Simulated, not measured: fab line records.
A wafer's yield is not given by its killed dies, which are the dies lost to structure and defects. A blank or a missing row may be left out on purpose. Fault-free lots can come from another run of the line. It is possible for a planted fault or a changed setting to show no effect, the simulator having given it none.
fab line records ; flow sky130
[record] lots = 6; wafers = 18; last_day = 50
route steps=708 shown LDD_P@263 LDD_HVN@267 LDD_HVP@278 PAD_OPEN@708
lots that met no fault: from a run of the same line without faults
start_h: start of the lot's first displayed wafer, in hours after the record's first day ; wait_h: time in hours since the lot's previous step ; " identical to the entry in the row above ; L1.1+2: several wafers, shown together as one row ; - no value present, or no start provided ; * or withheld: withheld ; < > ~ a bound
route shown NAME@n: a module of which the file shows steps, and the number in the route of the first ; usual: mean/standard deviation of fault-free wafers ; same: alike in all rows ; chamber/n: place in a boat ; sites: per-site readings ; _std_site: the standard deviation of these ; _edge_site: the outer-site mean with the inner-site mean subtracted ; radius_mm: for every site, how far away it sits from the centre of the wafer ; mask NAME#n: copy n ; behind: tool/chamber where the wafer was last shaped ; hold: why the lot was held/for how many hours/how that ended ; device: the transistor (n, p or np) that didn't switch ; end of line: at the end of the route, the tests of the same wafers ; for a step that has no rows: nothing shown but its recipe ; killed: not the wafer's yield, but the dies lost to structure and defects at the first sort ; map: a wafer's dies, marking killed ones x, the rest . and places with no die _
set.NAME: the run value of the setting; set.NAME@STEP: its run value at that earlier step ; model.NAME: the simulator's own value behind a step, which no gauge read
lots at some steps of the route; a table a step, a row a wafer
services: from which hour (start_h, from the record's first day; less than 0 if before it) a tool's chamber was out of use, for how many hours, and why
[[steps]]
[step SKY_LDD_P_OVL_MEAS_08]
[usual] LDD_P_OVL = -0.3/1.4
lot.wafer;tool;chamber;start_h;wait_h;LDD_P_OVL[nm]
L119.3;overlay-02;-;466.49;0.1;-1.6
L119.4;overlay-02;-;466.49;0.1;-0.7
L119.5;overlay-02;-;466.49;0.1;-0.7
L130.3;overlay-01;-;568.93;0.1;-1.7
L130.4;overlay-01;-;568.93;0.1;-2.6
L130.5;overlay-01;-;568.93;0.1;-2.6
L132.1;overlay-01;-;581.28;0.1;0.0
L132.2;overlay-01;-;581.28;0.1;0.7
L132.6;overlay-01;-;581.28;0.1;-0.8
L133.2;overlay-01;-;582.37;0.1;-0.4
L133.3;overlay-01;-;582.37;0.1;0.1
L133.5;overlay-01;-;582.37;0.1;1.8
L136.1;overlay-02;-;617.00;0.1;1.2
L136.4;overlay-02;-;617.00;0.1;0.5
L136.6;overlay-02;-;617.00;0.1;0.2
L137.1;overlay-02;-;620.47;0.1;-1.9
L137.3;overlay-02;-;620.47;0.1;-1.4
L137.5;overlay-02;-;620.47;0.1;-1.3
[step SKY_LDD_P_IMPLANT_09]
[recipe] species = BF2; energy_kev = 25; dose_cm2 = 1e+13; tilt_deg = withheld
[step SKY_LDD_P_STRIP_10]
[recipe] chemistry = O2/N2; power_w = 1400; pressure_mtorr = 1500; platen_temp_c = withheld; o2_flow_sccm = 3000; n2_flow_sccm = 300; overash_fraction = 0.5
[usual] drypump_motor_current_A = 5.7/0.39; oes_product_au = 0.715/0.0042; strip_time_to_endpoint_s = 14.18/0.038
lot.wafer;tool;chamber;start_h;wait_h;drypump_motor_current_A;oes_product_au;rf_hours_counter_h;strip_time_to_endpoint_s
L119.3;plasma_asher-02;0;466.70;0.1;6.1;0.718;-;14.20
L119.4;plasma_asher-02;1;466.70;0.1;6.4;0.722;-;14.21
L119.5;plasma_asher-02;0;466.70;0.1;6.0;0.714;-;14.17
L130.3;plasma_asher-01;0;569.14;0.1;5.4;0.712;-;14.16
L130.4;plasma_asher-01;1;569.14;0.1;6.1;0.719;-;14.16
L130.5;plasma_asher-01;0;569.14;0.1;5.4;0.717;-;14.16
L132.1;plasma_asher-01;1;581.47;0.1;6.1;0.712;15;14.11
L132.2;plasma_asher-01;0;581.47;0.1;5.3;0.711;15;14.18
L132.6;plasma_asher-01;0;581.47;0.1;5.4;0.725;-;14.16
L133.2;plasma_asher-03;0;582.55;0.1;5.3;0.709;46;14.17
L133.3;plasma_asher-03;1;582.55;0.1;5.5;0.717;-;14.17
L133.5;plasma_asher-03;1;582.55;0.1;5.5;0.715;-;14.17
L136.1;plasma_asher-03;0;617.19;0.1;5.3;0.713;50;14.21
L136.4;plasma_asher-03;1;617.19;0.1;5.5;0.710;-;14.18
L136.6;plasma_asher-03;1;617.19;0.1;5.5;0.717;-;14.23
L137.1;plasma_asher-01;1;620.65;0.1;6.0;0.712;20;14.19
L137.3;plasma_asher-01;0;620.65;0.1;5.4;0.709;-;14.19
L137.5;plasma_asher-01;0;620.65;0.1;5.4;0.712;-;14.15
[step SKY_LDD_P_TW_MEAS_11]
[usual] LDD_P_TW = 639/5.1
lot.wafer;tool;chamber;start_h;wait_h;LDD_P_TW
L119.3;film_metro-04;-;466.79;0.1;644
L119.4;film_metro-04;-;466.79;0.1;641
L119.5;film_metro-04;-;466.79;0.1;639
L130.3;film_metro-04;-;569.22;0.1;645
L130.4;film_metro-04;-;569.22;0.1;639
L130.5;film_metro-04;-;569.22;0.1;641
L132.1;film_metro-03;-;581.57;0.1;634
L132.2;film_metro-03;-;581.57;0.1;635
L132.6;film_metro-03;-;581.57;0.1;631
L133.2;film_metro-03;-;582.66;0.1;635
L133.3;film_metro-03;-;582.66;0.1;634
L133.5;film_metro-03;-;582.66;0.1;636
L136.1;film_metro-04;-;617.29;0.1;644
L136.4;film_metro-04;-;617.29;0.1;644
L136.6;film_metro-04;-;617.29;0.1;643
L137.1;film_metro-04;-;620.75;0.1;647
L137.3;film_metro-04;-;620.75;0.1;644
L137.5;film_metro-04;-;620.75;0.1;645
[step SKY_LDD_HVN_DEHYDRATE_00]
[recipe] temp_c = 200; time_s = 60
[step SKY_LDD_HVN_HMDS_01]
[recipe] prime_time_s = 60; prime_temp_c = 120
[step SKY_LDD_HVN_COAT_02]
[recipe] resist = NOVOLAK; spin_rpm = 3000; resist_thk_nm = 300
[step SKY_LDD_HVN_SOFTBAKE_03]
[recipe] temp_c = 90; time_s = 60; resist = NOVOLAK
[step SKY_LDD_HVN_EXPOSE_04]
[recipe] mask_id = HVNTM; na = 0.6; source_shape = conventional; sigma_outer = 0.6; polarization = unpolarized; target_cd_nm = 700; dose_mj = 127
[step SKY_LDD_HVN_PEB_05]
[recipe] temp_c = withheld; time_s = *; resist = NOVOLAK
[step SKY_LDD_HVN_DEVELOP_06]
[recipe] resist = NOVOLAK; developer = TMAH; develop_time_s = 60; dev_temp_c = 23
[step SKY_LDD_HVN_OVL_MEAS_07]
[usual] LDD_HVN_OVL = 0.6/1.1
lot.wafer;tool;chamber;start_h;wait_h;LDD_HVN_OVL[nm]
L119.3;overlay-02;-;497.09;0.1;2.0
L119.4;overlay-02;-;497.09;0.1;0.5
L119.5;overlay-02;-;497.09;0.1;1.0
L130.3;overlay-01;-;598.19;0.1;0.5
L130.4;overlay-01;-;598.19;0.1;-1.1
L130.5;overlay-01;-;598.19;0.1;-0.2
L132.1;overlay-02;-;610.40;0.1;-0.2
L132.2;overlay-02;-;610.40;0.1;0.4
L132.6;overlay-02;-;610.40;0.1;-1.9
L133.2;overlay-02;-;611.75;0.1;1.6
L133.3;overlay-02;-;611.75;0.1;0.2
L133.5;overlay-02;-;611.75;0.1;2.1
L136.1;overlay-01;-;645.38;0.1;0.6
L136.4;overlay-01;-;645.38;0.1;2.6
L136.6;overlay-01;-;645.38;0.1;1.0
L137.1;overlay-01;-;649.05;0.1;1.6
L137.3;overlay-01;-;649.05;0.1;1.8
L137.5;overlay-01;-;649.05;0.1;2.3
[step SKY_LDD_HVN_IMPLANT_08]
[recipe] species = P; energy_kev = 60.83; dose_cm2 = 3e+13; tilt_deg = 40
[usual] beam_energy_keV = 60.830/0.017; dose_ions_cm2 = 3.001e+13/3.4e+10; faraday_current_uA = 169/3.3
lot.wafer;tool;chamber;start_h;wait_h;beam_energy_keV;dose_ions_cm2;faraday_current_uA
L119.3;implanter-01;0;497.17;0.1;60.836;2.995e+13;171
L119.4;implanter-01;0;497.17;0.1;60.826;3.001e+13;167
L119.5;implanter-01;0;497.17;0.1;60.838;2.999e+13;170
L130.3;implanter-01;0;598.27;0.1;60.843;1.23e+13;68
L130.4;implanter-01;0;598.27;0.1;60.839;1.224e+13;72
L130.5;implanter-01;0;598.27;0.1;60.822;1.228e+13;69
L132.1;implanter-01;0;610.43;0.0;60.829;1.223e+13;69
L132.2;implanter-01;0;610.43;0.0;60.853;1.224e+13;70
L132.6;implanter-01;0;610.43;0.0;60.819;1.22e+13;68
L133.2;implanter-04;0;611.81;0.0;60.824;3.009e+13;167
L133.3;implanter-04;0;611.81;0.0;60.815;3.001e+13;167
L133.5;implanter-04;0;611.81;0.0;60.837;2.998e+13;167
L136.1;implanter-04;0;645.42;0.0;60.827;3.001e+13;173
L136.4;implanter-04;0;645.42;0.0;60.820;3e+13;172
L136.6;implanter-04;0;645.42;0.0;60.817;2.999e+13;174
L137.1;implanter-02;0;649.08;0.0;60.852;3.001e+13;172
L137.3;implanter-02;0;649.08;0.0;60.834;3.007e+13;168
L137.5;implanter-02;0;649.08;0.0;60.826;3.005e+13;164
[step SKY_LDD_HVN_STRIP_09]
[recipe] chemistry = O2/N2; power_w = 1400; pressure_mtorr = 1500; platen_temp_c = withheld; o2_flow_sccm = 3000; n2_flow_sccm = 300; overash_fraction = 0.5
[usual] drypump_motor_current_A = 5.6/0.35; oes_product_au = 0.408/0.0045; strip_time_to_endpoint_s = 4.131/0.016
lot.wafer;tool;chamber;start_h;wait_h;drypump_motor_current_A;oes_product_au;rf_hours_counter_h;strip_time_to_endpoint_s
L119.3;plasma_asher-01;1;497.30;0.1;6.1;0.405;-;4.107
L119.4;plasma_asher-01;0;497.30;0.1;5.4;0.406;-;4.119
L119.5;plasma_asher-01;1;497.30;0.1;6.1;0.400;-;4.120
L130.3;plasma_asher-04;1;598.40;0.1;6.4;0.413;-;4.126
L130.4;plasma_asher-04;0;598.40;0.1;5.1;0.405;-;4.159
L130.5;plasma_asher-04;0;598.40;0.1;5.1;0.407;-;4.143
L132.1;plasma_asher-04;0;610.58;0.1;5.1;0.408;83;4.148
L132.2;plasma_asher-04;1;610.58;0.1;6.3;0.401;83;4.141
L132.6;plasma_asher-04;0;610.58;0.1;5.1;0.409;-;4.137
L133.2;plasma_asher-03;1;611.93;0.1;5.5;0.408;50;4.148
L133.3;plasma_asher-03;0;611.93;0.1;5.3;0.402;-;4.126
L133.5;plasma_asher-03;1;611.93;0.1;5.6;0.414;-;4.144
L136.1;plasma_asher-03;1;645.57;0.1;5.5;0.413;53;4.103
L136.4;plasma_asher-03;1;645.57;0.1;5.5;0.406;-;4.094
L136.6;plasma_asher-03;1;645.57;0.1;5.6;0.406;-;4.120
L137.1;plasma_asher-04;1;649.23;0.1;6.3;0.405;87;4.122
L137.3;plasma_asher-04;0;649.23;0.1;5.1;0.407;-;4.090
L137.5;plasma_asher-04;0;649.23;0.1;5.1;0.406;-;4.100
[step SKY_LDD_HVN_TW_MEAS_10]
[usual] LDD_HVN_TW = 1450/10
lot.wafer;tool;chamber;start_h;wait_h;LDD_HVN_TW
L119.3;film_metro-02;-;497.39;0.1;1457
L119.4;film_metro-02;-;497.39;0.1;1452
L119.5;film_metro-02;-;497.39;0.1;1446
L130.3;film_metro-02;-;598.49;0.1;1097
L130.4;film_metro-02;-;598.49;0.1;1091
L130.5;film_metro-02;-;598.49;0.1;1094
L132.1;film_metro-01;-;610.68;0.1;1081
L132.2;film_metro-01;-;610.68;0.1;1092
L132.6;film_metro-01;-;610.68;0.1;1089
L133.2;film_metro-01;-;612.04;0.1;1438
L133.3;film_metro-01;-;612.04;0.1;1449
L133.5;film_metro-01;-;612.04;0.1;1448
L136.1;film_metro-03;-;645.67;0.1;1442
L136.4;film_metro-03;-;645.67;0.1;1451
L136.6;film_metro-03;-;645.67;0.1;1440
L137.1;film_metro-01;-;649.33;0.1;1445
L137.3;film_metro-01;-;649.33;0.1;1445
L137.5;film_metro-01;-;649.33;0.1;1447
[step SKY_LDD_HVP_DEHYDRATE_00]
[recipe] temp_c = 200; time_s = 60
[step SKY_PAD_OPEN_PROBE_99]
[usual] killed_at_M0_to_M3 = 44/6.3; killed_at_M4_up = 3.1/1.8; killed_at_contacts = 25/5.1; killed_at_front_end = 15/4.1; killed_at_other = 0.3/0.71; killed_dies = 87/8.8; killed_open = 47/6.8; killed_short = 40/6.7
[same] gross_dies = 492; killed_at_back_side = 0
lot.wafer;tool;chamber;start_h;wait_h;killed_at_M0_to_M3;killed_at_M4_up;killed_at_contacts;killed_at_front_end;killed_at_other;killed_dies;killed_open;killed_short;model.etest.tip_n_5v.rs_ohm_sq;model.etest.nfet_g5v0d10v5.r_on_ohm_um;model.etest.tip_n_5v.rs_ohm_sq_range;model.etest.nfet_g5v0d10v5.drive_ua_um;model.etest.nfet_05v0_nvt.drive_ua_um;model.etest.tip_n_5v.rs_ohm_sq_rim_less_centre;model.etest.res_ndiff_hv.rs_ohm_sq;model.etest.ring_5v.delay_ps
L119.3;prober-01;-;1097.13;0.2;54;4;40;18;0;116;65;51;1372;1880;38.2;606.8;571.3;4.463;114;45.12
L119.4;prober-01;-;1097.18;0.2;52;1;25;17;0;95;55;40;1370;1876;25.29;610;574.9;10.25;114.8;44.75
L119.5;prober-01;-;1097.23;0.2;33;5;29;12;0;79;51;28;1376;1937;17.52;595.9;565.9;9.849;114.5;45.67
L130.3;prober-01;-;1163.08;0.2;46;2;25;16;0;89;47;42;2862;2026;57.17;571.4;563.4;-4.009;118.4;45.56
L130.4;prober-01;-;1163.13;0.2;42;6;26;18;0;92;53;39;2867;2041;71.79;563.3;553.4;49.43;118.3;45.73
L130.5;prober-01;-;1163.18;0.2;44;1;31;20;1;97;52;45;2840;2024;102.4;561.9;552.3;15.31;118.2;46.01
L132.1;prober-01;-;1170.08;0.1;41;3;30;12;0;86;46;40;2857;2074;99.29;548.6;541.6;39.53;116;46.4
L132.2;prober-01;-;1170.13;0.1;48;2;29;15;0;94;46;48;2883;2065;77.63;559;548.8;-28.78;116;46.37
L132.6;prober-01;-;1170.33;0.2;39;2;29;11;2;83;43;38;2867;2058;115.1;552.6;543.2;19.28;116.1;46.16
L133.2;prober-02;-;1172.00;0.1;36;4;18;7;0;65;30;35;1358;1920;28.84;587;562.7;17.66;113.2;45.12
L133.3;prober-02;-;1172.05;0.2;36;2;20;15;0;73;45;28;1358;1886;28.9;586.7;562.5;10.63;114.2;45.34
L133.5;prober-02;-;1172.15;0.2;50;0;21;8;1;80;43;37;1358;1871;35.94;605.7;574.1;4.349;113.3;44.19
L136.1;prober-01;-;1191.67;0.1;37;1;25;10;0;73;31;42;1373;1872;34.95;611.1;582.1;-14.73;113.8;44.36
L136.4;prober-01;-;1191.82;0.2;52;3;23;16;1;95;40;55;1376;1904;28.16;593.8;567.5;-18.92;114.9;44.47
L136.6;prober-01;-;1191.92;0.2;38;5;26;10;0;79;36;43;1368;1884;24.8;601.5;569.2;2.037;115.4;45.06
L137.1;prober-02;-;1194.44;0.1;41;2;26;14;1;84;47;37;1371;1886;25.25;603.6;568.7;-12.78;116.5;44.38
L137.3;prober-02;-;1194.54;0.2;41;2;29;14;0;86;52;34;1370;1894;24.38;600.9;565.1;-10.34;116;44.63
L137.5;prober-02;-;1194.64;0.2;47;6;20;15;1;89;48;38;1394;1881;43.7;608.8;575.3;-5.991;116.2;44.35
// killed by level:class
L119.3 CONTACT:geometric_particle:open=16 VIA1:geometric_particle:open=14 LI_CONTACT:geometric_particle:open=10 VIA2:geometric_particle:open=10 METAL1:geometric_particle:short=8 CONTACT:geometric_particle:short=7 VIA3:geometric_particle:open=7 LI_CONTACT:geometric_particle:short=5
L119.4 VIA3:geometric_particle:open=11 CONTACT:geometric_particle:open=11 VIA1:geometric_particle:open=9 VIA2:geometric_particle:open=8 FIELD_ISO:geometric_particle:open=6 FIELD_ISO:geometric_particle:short=6 LI_CONTACT:geometric_particle:short=5 VIA2:geometric_particle:short=5
L119.5 CONTACT:geometric_particle:open=12 VIA2:geometric_particle:open=11 LI_CONTACT:geometric_particle:open=8 VIA1:geometric_particle:open=6 METAL4:geometric_particle:short=5 POLY_GATE:geometric_particle:short=4 CONTACT:geometric_particle:short=4 VIA3:geometric_particle:open=4
L130.3 METAL1:geometric_particle:short=10 VIA1:geometric_particle:open=9 LI_CONTACT:geometric_particle:open=8 CONTACT:geometric_particle:open=7 VIA3:geometric_particle:open=6 VIA2:geometric_particle:open=6 METAL2:geometric_particle:short=5 FIELD_ISO:geometric_particle:short=4
L130.4 CONTACT:geometric_particle:open=11 VIA3:geometric_particle:open=8 LI_CONTACT:geometric_particle:open=7 VIA2:geometric_particle:open=7 METAL1:geometric_particle:short=6 VIA1:geometric_particle:open=6 FIELD_ISO:geometric_particle:short=5 METAL2:geometric_particle:short=5
L130.5 LI_CONTACT:geometric_particle:open=14 VIA1:geometric_particle:open=12 FIELD_ISO:geometric_particle:short=7 CONTACT:geometric_particle:short=7 FIELD_ISO:geometric_particle:open=6 LOCAL_INTERCONNECT:geometric_particle:short=5 VIA1:geometric_particle:short=5 METAL2:geometric_particle:short=5
L132.1 CONTACT:geometric_particle:open=11 VIA2:geometric_particle:open=9 LI_CONTACT:geometric_particle:open=7 CONTACT:geometric_particle:short=6 METAL1:geometric_particle:short=6 VIA3:geometric_particle:short=5 VIA1:geometric_particle:open=5 METAL2:geometric_particle:short=5
L132.2 CONTACT:geometric_particle:open=9 VIA3:geometric_particle:open=9 LI_CONTACT:geometric_particle:open=8 METAL1:geometric_particle:short=8 LOCAL_INTERCONNECT:geometric_particle:short=7 VIA2:geometric_particle:open=6 VIA1:geometric_particle:short=6 METAL2:geometric_particle:short=6
L132.6 VIA3:geometric_particle:open=9 LI_CONTACT:geometric_particle:open=8 VIA2:geometric_particle:open=8 CONTACT:geometric_particle:open=8 METAL1:geometric_particle:short=8 CONTACT:geometric_particle:short=6 VIA1:geometric_particle:short=6 POLY_GATE:geometric_particle:short=5
L133.2 VIA1:geometric_particle:open=8 METAL2:geometric_particle:short=6 VIA3:geometric_particle:open=6 CONTACT:geometric_particle:short=5 CONTACT:geometric_particle:open=5 LI_CONTACT:geometric_particle:short=4 LI_CONTACT:geometric_particle:open=4 METAL1:geometric_particle:short=4
L133.3 VIA1:geometric_particle:open=14 CONTACT:geometric_particle:open=8 POLY_GATE:geometric_particle:open=6 VIA2:geometric_particle:open=6 LI_CONTACT:geometric_particle:open=4 CONTACT:geometric_particle:short=4 FIELD_ISO:geometric_particle:short=3 POLY_GATE:geometric_particle:short=3
L133.5 VIA2:geometric_particle:open=12 VIA1:geometric_particle:open=9 CONTACT:geometric_particle:open=7 METAL2:geometric_particle:short=6 LI_CONTACT:geometric_particle:open=6 VIA1:geometric_particle:short=5 POLY_GATE:geometric_particle:short=4 CONTACT:geometric_particle:short=4
L136.1 LI_CONTACT:geometric_particle:open=7 VIA1:geometric_particle:open=6 CONTACT:geometric_particle:open=6 METAL2:geometric_particle:short=6 METAL1:geometric_particle:short=5 LOCAL_INTERCONNECT:geometric_particle:short=4 CONTACT:geometric_particle:short=4 VIA1:geometric_particle:short=4
L136.4 FIELD_ISO:geometric_particle:short=9 VIA2:geometric_particle:open=9 LOCAL_INTERCONNECT:geometric_particle:short=8 VIA1:geometric_particle:open=8 METAL2:geometric_particle:short=7 LI_CONTACT:geometric_particle:open=6 METAL1:geometric_particle:short=6 VIA2:geometric_particle:short=6
L136.6 METAL1:geometric_particle:short=9 LI_CONTACT:geometric_particle:open=7 CONTACT:geometric_particle:short=6 CONTACT:geometric_particle:open=6 VIA3:geometric_particle:open=6 VIA1:geometric_particle:open=5 VIA1:geometric_particle:short=4 LI_CONTACT:geometric_particle:short=4
L137.1 VIA1:geometric_particle:open=16 CONTACT:geometric_particle:open=15 VIA1:geometric_particle:short=6 FIELD_ISO:geometric_particle:short=5 POLY_GATE:geometric_particle:short=5 LOCAL_INTERCONNECT:geometric_particle:short=5 METAL2:geometric_particle:short=5 VIA3:geometric_particle:open=4
L137.3 LI_CONTACT:geometric_particle:open=11 CONTACT:geometric_particle:open=10 VIA1:geometric_particle:open=10 METAL1:geometric_particle:short=8 VIA2:geometric_particle:open=8 FIELD_ISO:geometric_particle:short=5 VIA1:geometric_particle:short=5 POLY_GATE:geometric_particle:open=4
L137.5 VIA1:geometric_particle:open=14 LI_CONTACT:geometric_particle:open=8 CONTACT:geometric_particle:open=7 METAL1:geometric_particle:short=7 VIA2:geometric_particle:open=5 VIA2:geometric_particle:short=5 VIA3:geometric_particle:open=5 FIELD_ISO:geometric_particle:open=4
[[services]]
tool;chamber;start_h;hours;kind
plasma_asher-04;-;502.36;1.1;repair
implanter-01;-;505.75;8.0;repair
plasma_asher-02;-;536.80;28.1;pm
implanter-04;-;548.69;3.1;pm
implanter-01;-;553.91;4.3;pm
implanter-02;-;557.03;3.9;pm
implanter-02;-;584.37;3.1;repair
implanter-01;-;590.48;4.3;pm
plasma_asher-02;-;594.92;15.6;pm
implanter-04;-;604.99;2.6;pm
implanter-02;-;609.75;1.1;repair
plasma_asher-02;-;623.06;0.9;repair
plasma_asher-04;-;632.99;1.6;repair
implanter-04;-;648.15;29.4;repair
[[key]]
[first_sign] step = SKY_LDD_HVN_IMPLANT_08; reading = dose_ions_cm2; direction = down; sigmas = 99+; usual = *; struck = *
[effect] step = SKY_LDD_HVN_IMPLANT_08; reading = faraday_current_uA; direction = down; sigmas = 30; usual = 169; struck = 69
[effect] step = SKY_LDD_HVN_TW_MEAS_10; reading = LDD_HVN_TW; direction = down; sigmas = 36; usual = 1450; struck = 1091
[model_effect] step = SKY_PAD_OPEN_PROBE_99; value = etest.tip_n_5v.rs_ohm_sq; without = 1364; struck = 2863
met_at SKY_LDD_HVN_IMPLANT_08
struck_wafers L130.3,L130.4,L130.5,L132.1,L132.2,L132.6
tester_left_out L130,L132
onset_between 497.17 598.27
[fault] kind = process_parameter_drift; tool = implanter-01; chamber = -; onset_h = 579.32; steps = SKY_LDD_HVN_IMPLANT_08; channel = dose_cm2; offset = *; shape = step; end_h = 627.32; acts_in = *; stated = *
// tester_left_out: of these lots the tester's yield and bins aren't shown, on N5 and GAA mostly nor the transistor test; their killed dies are dies lost to structure and defects alone, not to doping, threshold or leakage, so they don't give the yield
